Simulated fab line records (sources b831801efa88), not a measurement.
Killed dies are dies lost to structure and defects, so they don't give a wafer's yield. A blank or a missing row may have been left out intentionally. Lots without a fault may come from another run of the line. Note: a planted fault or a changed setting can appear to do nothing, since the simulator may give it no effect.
Check of tool commonality | flow gf180mcu | Lots sampled 13, wafers sampled 39

WHAT PROMPTED THE OPENING
At GF_VT_IMPLANT_RS_MEAS_47 the reading NWELL_RS is flagged on 2 of 13 lots. No-fault wafers: 488.2 ohm/sq, standard deviation 1.3.
Rule: a lot is flagged in two cases, either no wafer of it has a number, or all its wafers with numbers fall more than 4 standard deviations from that mean. All remaining lots are regarded as sound.

lot  | measured     | on            | NWELL_RS (ohm/sq), wafer by wafer | flag
L956 | day 7 10:01  | film-metro-03 | 489.3 488.5 487.5                 |
L958 | day 7 23:56  | film-metro-04 | 489.1 488.3 488.5                 |
L959 | day 8 07:23  | film-metro-04 | 488.8 490.7 489.8                 |
L960 | day 8 11:40  | film-metro-04 | 489.3 489.9 488.4                 |
L962 | day 9 07:12  | film-metro-01 | 496.1 497.7 496.8                 | FLAGGED
L964 | day 10 00:01 | film-metro-03 | 495.2 495.1 493.7                 | FLAGGED
L971 | day 12 01:17 | film-metro-04 | 490.4 489.3 488.5                 |
L973 | day 12 12:37 | film-metro-01 | 488.7 489.0 489.2                 |
L974 | day 12 15:22 | film-metro-01 | 489.3 488.3 489.9                 |
L976 | day 13 01:25 | film-metro-01 | 486.9 488.0 489.2                 |
L977 | day 13 10:16 | film-metro-03 | 487.0 487.0 486.6                 |
L978 | day 13 17:46 | film-metro-01 | 487.7 486.5 488.2                 |
L979 | day 13 23:53 | film-metro-04 | 486.2 487.1 486.4                 |
Average over the flagged lots: 495.8 ohm/sq; offset from the usual +7.6 ohm/sq, equal to +6 standard deviations.

EACH LOT AND THE TOOL IT RAN ON
The record keeps 1 process step preceding the reading, out of 602 steps on the route. In each cell: the tool, then ch and the chambers that the sampled wafers went through, then the start.
lot  | flag    | GF_NWELL_IMPLANT_09
L956 |         | implanter-02 ch 0, day 3 07:17
L958 |         | implanter-04 ch 0, day 3 18:10
L959 |         | implanter-02 ch 0, day 3 23:37
L960 |         | implanter-02 ch 0, day 4 04:14
L962 | FLAGGED | implanter-02 ch 0, day 4 18:56
L964 | FLAGGED | implanter-02 ch 0, day 5 06:58
L971 |         | implanter-01 ch 0, day 6 23:07
L973 |         | implanter-01 ch 0, day 7 08:14
L974 |         | implanter-04 ch 0, day 7 10:59
L976 |         | implanter-04 ch 0, day 7 20:13
L977 |         | implanter-01 ch 0, day 8 03:08
L978 |         | implanter-04 ch 0, day 8 08:53
L979 |         | implanter-01 ch 0, day 8 12:35
These steps, and what they do:
- GF_NWELL_IMPLANT_09
- GF_VT_IMPLANT_RS_MEAS_47: measures by four-point-probe.

FLAGGED OVER TOTAL, TOOL BY TOOL (the gauges that took the reading come last)
step                     | tool          | lots run | flagged | share of the flagged lots | sound lots run after its first flagged lot
GF_NWELL_IMPLANT_09      | implanter-01  | 4        | 0       | none                      | -
GF_NWELL_IMPLANT_09      | implanter-02  | 5        | 2       | all                       | 0
GF_NWELL_IMPLANT_09      | implanter-04  | 4        | 0       | none                      | -
GF_VT_IMPLANT_RS_MEAS_47 | film-metro-01 | 5        | 1       | some                      | 4 (L973,L974,L976,L978)
GF_VT_IMPLANT_RS_MEAS_47 | film-metro-03 | 3        | 1       | some                      | 1 (L977)
GF_VT_IMPLANT_RS_MEAS_47 | film-metro-04 | 5        | 0       | none                      | -

THE TABLE: WHAT IT ALLOWS
In the table, 1 row covers all flagged lots: implanter-02 at GF_NWELL_IMPLANT_09.
- implanter-02 at GF_NWELL_IMPLANT_09 ran 5 lots, 2 of them flagged. A fault beginning between L960 (day 4 04:14), its last sound lot, and L962 (day 4 18:56), its first flagged one, fits the data. Its own readings lie more than 4 standard deviations out on every wafer of the flagged lots: dose-ions-cm2.
Left over: one tool, implanter-02 at GF_NWELL_IMPLANT_09.

WHAT WAS PUT IN BY THE SIMULATOR
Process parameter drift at GF_NWELL_IMPLANT_09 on implanter-02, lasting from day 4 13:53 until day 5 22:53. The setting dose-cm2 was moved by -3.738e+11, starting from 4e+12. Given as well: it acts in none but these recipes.
Struck lots among those shown: L962, L964. This agrees with what the rule above found.
